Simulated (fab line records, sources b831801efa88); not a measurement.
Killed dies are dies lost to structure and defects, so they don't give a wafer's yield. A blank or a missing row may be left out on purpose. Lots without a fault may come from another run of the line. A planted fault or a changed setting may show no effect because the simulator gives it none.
One fault seen from 2 desks | flow sky130 | each desk has only its own numbers; what lay behind them comes last

THE METROLOGY DESK
What the gauges read, lot by lot, whatever tool the lot ran on: means of the sampled wafers that have a number. A lot is out of limits, marked OUT, if its mean lies more than 4 standard deviations from the usual mean; the brackets give that distance.
Columns: A = INCOMING_BOW at SKY_FIELD_ISO_BOW_MEAS_00, usual -1 um; B = FIELD_ISO_OXIDATION_00_THK at SKY_FIELD_ISO_THK_MEAS_02, usual 12.00 nm; C = FIELD_ISO_CVD_03_THK at SKY_FIELD_ISO_THK_MEAS_04, usual 164.9 nm; D = cd_nm at SKY_FIELD_ISO_CD_MEAS_13, usual 150.3 nm
lot  | first seen here | A  | B     | C     | D
L525 | day 1 20:01     | 2  | 12.05 | 165.5 | 152.7
L529 | day 2 16:00     | -7 | 11.93 | 165.6 | 150.5
L536 | day 4 03:00     | -7 | 12.03 | 165.0 | 150.1
L537 | day 4 08:02     | -2 | 12.23 | 165.2 | 150.7
L538 | day 4 13:00     | -3 | 11.58 | 164.6 | 148.8
L544 | day 5 19:00     | -4 | 11.83 | 163.7 | 150.4
This desk's finding: nothing out of limits on any of the 6 lots.

THE TOOL OWNER'S DESK: litho_track-04
The tool's own readings at SKY_FIELD_ISO_COAT_08 (resist thk 450 nm): means of the sampled wafers that have a number, for each lot that ran on this tool. A lot is out of limits, marked OUT, if its mean lies more than 4 standard deviations from the usual mean; the brackets give that distance.
Columns: A = spin_speed_rpm at SKY_FIELD_ISO_COAT_08, usual 3000.0 rpm
lot  | first seen here | A
L529 | day 3 05:00     | 3000.0
L537 | day 4 21:00     | 2831.9 (-99 or more) OUT
L538 | day 5 02:00     | 2832.3 (-99 or more) OUT
This desk's finding: out of limits on L537, L538; first on L537, day 4 21:00 (spin_speed_rpm at SKY_FIELD_ISO_COAT_08). In limits: L529.

PUT TOGETHER
The tool owner's desk could have raised an alarm at day 4 21:00, on L537, L538.
The metrology desk saw nothing out of limits.
The metrology desk has L537, L538 on record, within its limits.
Of the lots named, all ran SKY_FIELD_ISO_COAT_08 on litho_track-04.

WHAT THE SIMULATOR HAD PUT IN
Process parameter drift: litho_track-04, from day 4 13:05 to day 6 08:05, at SKY_FIELD_ISO_COAT_08. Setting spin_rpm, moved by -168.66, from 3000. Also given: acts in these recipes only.
Lots struck among those shown: L537, L538.
Hours from the fault's start to each desk's first reading out of limits: the tool owner's desk, 8.
